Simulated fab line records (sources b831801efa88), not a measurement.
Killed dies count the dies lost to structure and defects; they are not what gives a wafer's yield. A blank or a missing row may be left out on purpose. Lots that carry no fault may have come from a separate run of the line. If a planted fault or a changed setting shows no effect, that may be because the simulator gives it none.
2 desks, one fault ; flow sky130 ; every desk sees just its own numbers, and what lay behind them comes last

== FROM THE METROLOGY DESK ==
What the gauges read for every lot (on any tool): the sampled wafers with a number, averaged. A lot is out of limits, marked OUT, if its mean lies more than 4 standard deviations from the usual mean; the brackets give that distance.
Columns: A = LDD_HVP_TW at SKY_LDD_HVP_TW_MEAS_10, usual 453.8; B = cd_nm at SKY_SD_N_CD_MEAS_07, usual 380.3 nm; C = SD_N_TW at SKY_SD_N_TW_MEAS_12, usual 3973
lot;first seen here;A;B;C
L793;day 20 23:50;453.9;381.7;3980
L794;day 21 07:02;455.9;379.4;3954
L796;day 23 03:46;454.4;379.1;3944
L801;day 25 08:39;452.7;377.9;3961
L800;day 25 11:29;451.7;381.2;4004
L804;day 25 14:04;457.5;382.2;3976
L809;day 27 20:19;451.0;379.0;3950
L807;day 27 23:35;453.6;424.0 (+16) OUT;3965
L810;day 28 13:38;452.5;419.3 (+14) OUT;3956
L813;day 28 20:38;453.7;383.0;3995
L815;day 29 10:17;456.3;377.3;4014
L816;day 29 14:44;451.6;377.6;4005
This desk's finding: out of limits on L807, L810; first on L807, day 33 20:01 (cd_nm at SKY_SD_N_CD_MEAS_07). L793, L794, L796, L801, L800, L804, L809, L813, L815, L816 stayed within limits.

== TOOL OWNER'S DESK, litho_track-01 ==
The tool's own readings at SKY_SD_N_COAT_02 (resist thk 1140 nm): means of the sampled wafers that have a number, for each lot that ran on this tool. A lot is out of limits, marked OUT, if its mean lies more than 4 standard deviations from the usual mean; the brackets give that distance.
Columns: A = dispense_pressure_kPa at SKY_SD_N_COAT_02, usual 50 kPa
lot;first seen here;A
L796;day 28 17:35;46
L804;day 31 00:35;45
L807;day 33 06:20;45
L810;day 33 18:52;46
Result from this desk: across the 4 lots, nothing is out of limits.

== PUT TOGETHER ==
On L807, L810, the metrology desk was in a position to raise an alarm at day 33 20:01.
The tool owner's desk saw nothing out of limits.
Tool owner's desk: L807, L810 on record, inside its limits.
The lots listed all ran SKY_SD_N_COAT_02 on litho_track-01.

== WHAT THE SIMULATOR HAD PUT IN ==
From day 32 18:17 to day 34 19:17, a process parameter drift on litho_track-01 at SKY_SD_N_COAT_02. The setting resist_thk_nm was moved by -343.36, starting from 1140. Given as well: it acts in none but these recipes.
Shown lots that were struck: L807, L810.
Delay in hours, fault start to first out-of-limits reading, per desk: metrology desk 26.
